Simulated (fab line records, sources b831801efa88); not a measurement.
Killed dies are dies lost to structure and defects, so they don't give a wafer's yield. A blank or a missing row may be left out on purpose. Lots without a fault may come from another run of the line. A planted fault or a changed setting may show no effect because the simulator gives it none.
fab line records | flow sky130
record lots=6 wafers=18 last_day=50
route steps=708 shown METAL4@637 VIA4@639
lots that met no fault: from a run of the same line without faults
start_h: hours from the record's first day to the start of the lot's first wafer shown | wait_h: hours since the lot's step before | " the same as in the row above | L1.1+2: a row that stands for several wafers | - no value, or no start given | * or withheld: withheld | < > ~ a bound
route shown NAME@n: a module of which the file shows steps, and the number in the route of the first | usual: mean/standard deviation of fault-free wafers | same: alike in all rows | chamber/n: place in a boat | sites: the reading at each site | _std_site: their standard deviation | _edge_site: outer sites' mean less inner sites' | radius_mm: how far each site lies from the wafer's centre | mask NAME#n: copy n | behind: the tool/chamber that last shaped the wafer | hold: why the lot was held/for how many hours/how that ended | device: the transistor (n, p or np) that didn't switch | end of line: the same wafers' tests at the end of the route | a step without rows: its recipe alone | killed: dies lost to structure and defects at the first sort, not the wafer's yield | map: a wafer's dies, x killed, . not, _ none there
set.NAME: the setting as run; set.NAME@STEP: as run at that earlier step | model.NAME: the simulator's own value behind a step, which no gauge read
lots at some steps of the route; a table a step, a row a wafer
services: from which hour (start_h, from the record's first day; less than 0 if before it) a tool's chamber was out of use, for how many hours, and why
## steps
# step SKY_METAL4_CLEAN_21
# recipe chemistry=IPA time_s=180 temp_c=25
# step SKY_METAL4_CLEAN_22
# recipe chemistry=O3/DIW dry=n2_spin
# step SKY_VIA4_HDPCVD_00
# recipe material=SiO2 target_thk_nm=1750 sigma_open_frac=0.3 time_s=291.7 temp_c=400 sih4_flow_sccm=60 pressure_mtorr=6
# step SKY_VIA4_THK_MEAS_01
# recipe reads=SiO2_of_VIA4_HDPCVD_00
# usual VIA4_HDPCVD_THK=1737/20
# columns lot.wafer tool chamber start_h wait_h VIA4_HDPCVD_THK[nm]
L638.2 film_metro-03 - 1032.78 0.1 1728
L638.3 " - " " 1732
L638.5 " - " " 1747
L639.2 film_metro-03 - 1042.29 0.1 1751
L639.3 " - " " 1753
L639.5 " - " " 1740
L649.2 film_metro-01 - 1094.72 0.2 1731
L649.4 " - " " 1734
L649.5 " - " " 1737
L651.1 film_metro-02 - 1097.93 0.2 1754
L651.2 " - " " 1724
L651.5 " - " " 1724
L655.2 film_metro-02 - 1121.22 0.1 1732
L655.4 " - " " 1761
L655.5 " - " " 1773
L653.2 film_metro-03 - 1125.56 0.1 1788
L653.3 " - " " 1759
L653.5 " - " " 1765
# step SKY_VIA4_CMP_02
# recipe material=SiO2 down_force_psi=4 platen_rpm=60 pad_velocity_m_s=0.94248
# usual motor_current_A=11.1/0.82 platen_rpm=59.99/0.041
# columns lot.wafer tool chamber start_h wait_h motor_current_A platen_rpm
L638.3 cmp-02 1 1032.94 0.1 12.5 60.01
L638.2 " 2 " " 11.4 60.01
L638.5 " 3 " " 11.2 60.00
L639.2 cmp-02 3 1042.39 0.1 12.0 59.97
L639.3 " 0 " " 9.5 59.90
L639.5 " 3 " " 11.8 59.94
L649.2 cmp-02 0 1095.09 0.4 9.8 59.99
L649.4 " 1 " " 12.1 59.90
L649.5 " 1 " " 12.4 60.00
L651.2 cmp-01 2 1097.99 0.0 10.6 59.97
L651.1 " 0 " " 10.5 60.01
L651.5 " 3 " " 11.3 59.98
L655.4 cmp-01 1 1121.27 0.0 11.6 59.99
L655.2 " 0 " " 10.1 59.95
L655.5 " 1 " " 11.3 59.99
L653.3 cmp-02 1 1125.61 0.0 12.8 59.87
L653.2 " 3 " " 11.1 60.02
L653.5 " 1 " " 12.5 60.11
# step SKY_VIA4_BOW_MEAS_03
# recipe mode=bow
# usual VIA4_BOW=80/9.4
# columns lot.wafer tool chamber start_h wait_h VIA4_BOW[um]
L638.2 film_metro-02 - 1033.17 0.1 73
L638.3 " - " " 65
L638.5 " - " " 79
L639.2 film_metro-02 - 1042.66 0.2 76
L639.3 " - " " 75
L639.5 " - " " 69
L649.2 film_metro-03 - 1095.41 0.3 72
L649.4 " - " " 83
L649.5 " - " " 72
L651.1 film_metro-02 - 1098.29 0.1 78
L651.2 " - " " 81
L651.5 " - " " 75
L655.2 film_metro-03 - 1121.59 0.1 66
L655.4 " - " " 82
L655.5 " - " " 75
L653.2 film_metro-01 - 1125.93 0.2 93
L653.3 " - " " 93
L653.5 " - " " 85
# step SKY_VIA4_DEHYDRATE_04
# recipe temp_c=200 time_s=60
# step SKY_VIA4_HMDS_05
# recipe prime_time_s=60 prime_temp_c=120
# step SKY_VIA4_COAT_06
# recipe resist=NOVOLAK spin_rpm=3000 resist_thk_nm=1140
# step SKY_VIA4_SOFTBAKE_07
# recipe temp_c=90 time_s=60 resist=NOVOLAK
# step SKY_VIA4_EXPOSE_08
# recipe mask_id=VIM4 na=0.6 source_shape=conventional sigma_outer=0.6 polarization=unpolarized target_cd_nm=800 dose_mj=132
# step SKY_VIA4_PEB_09
# recipe temp_c=withheld time_s=* resist=NOVOLAK
# step SKY_VIA4_DEVELOP_10
# recipe resist=NOVOLAK developer=TMAH develop_time_s=60 dev_temp_c=23
# usual chill_plate_temp_C=22.98/0.097 develop_time_s=60/0
# columns lot.wafer tool chamber start_h wait_h chill_plate_temp_C develop_time_s
L638.2 litho_track-03 0 1054.37 0.1 23.11 60
L638.3 " 0 " " 22.99 60
L638.5 " 0 " " 23.01 60
L639.2 litho_track-03 0 1063.57 0.1 22.90 60
L639.3 " 0 " " 22.92 60
L639.5 " 0 " " 22.83 60
L649.2 litho_track-01 - 1115.04 0.1 - -
L649.4 " - " " - -
L649.5 " - " " - -
L651.1 litho_track-01 - 1117.86 0.1 - -
L651.2 " - " " - -
L651.5 " - " " - -
L655.2 litho_track-04 0 1140.88 0.1 23.08 60
L655.4 " 0 " " 22.98 60
L655.5 " 0 " " 22.96 60
L653.2 litho_track-04 0 1144.38 0.1 23.02 60
L653.3 " 0 " " 23.17 60
L653.5 " 0 " " 22.99 60
# step SKY_VIA4_OVL_MEAS_11
# usual VIA4_OVL=-0.1/1.4
# columns lot.wafer tool chamber start_h wait_h VIA4_OVL[nm]
L638.2 overlay-02 - 1054.50 0.1 1.1
L638.3 " - " " -0.3
L638.5 " - " " 0.2
L639.2 overlay-02 - 1063.70 0.1 0.9
L639.3 " - " " 1.2
L639.5 " - " " -1.0
L649.2 overlay-01 - 1115.17 0.1 -
L649.4 " - " " -
L649.5 " - " " -
L651.1 overlay-01 - 1118.01 0.1 -
L651.2 " - " " -
L651.5 " - " " -
L655.2 overlay-02 - 1141.01 0.1 -0.5
L655.4 " - " " -1.3
L655.5 " - " " -1.7
L653.2 overlay-02 - 1144.51 0.1 0.3
L653.3 " - " " -0.9
L653.5 " - " " 0.0
## services
# columns tool chamber start_h hours kind
cmp-01 - 1052.46 0.7 repair
cmp-01 - 1059.06 1.4 repair
cmp-01 - 1059.37 2.1 repair
cmp-02 - 1076.81 7.2 repair
cmp-02 - 1084.48 4.0 pm
cmp-02 - 1088.48 - consumable_replace:conditioner
cmp-02 - 1088.48 - consumable_replace:pad
## key
first_sign step=SKY_VIA4_DEVELOP_10 reading=tool_record direction=missing
effect none on later readings
met_at SKY_VIA4_DEVELOP_10
struck_wafers L649.2,L649.4,L649.5,L651.1,L651.2,L651.5
later_rows_left_out L649.2,L649.4,L649.5,L651.1,L651.2,L651.5
sort_left_out L649.2,L649.4,L649.5,L651.1,L651.2,L651.5
tester_left_out L651
onset_between 1063.57 1115.04
earlier_fault kind=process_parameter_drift tool=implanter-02 chamber=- onset_h=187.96 steps=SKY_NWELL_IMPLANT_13 channel=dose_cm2 offset=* shape=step end_h=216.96 acts_in=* stated=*
fault kind=skipped_step_whole tool=litho_track-01,litho_track-03 chamber=- onset_h=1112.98 steps=SKY_VIA4_DEVELOP_10 scope=struck_lots_only
# tester_left_out: of these lots the tester's yield and bins aren't shown, on N5 and GAA mostly nor the transistor test; their killed dies are dies lost to structure and defects alone, not to doping, threshold or leakage, so they don't give the yield
# sort_left_out: the simulated sort isn't trusted on such a fault, so these wafers' sort isn't shown, and their yield isn't known
# later_rows_left_out: the simulator's readings of these wafers behind a module that went badly wrong aren't trusted and aren't shown, but for the sort
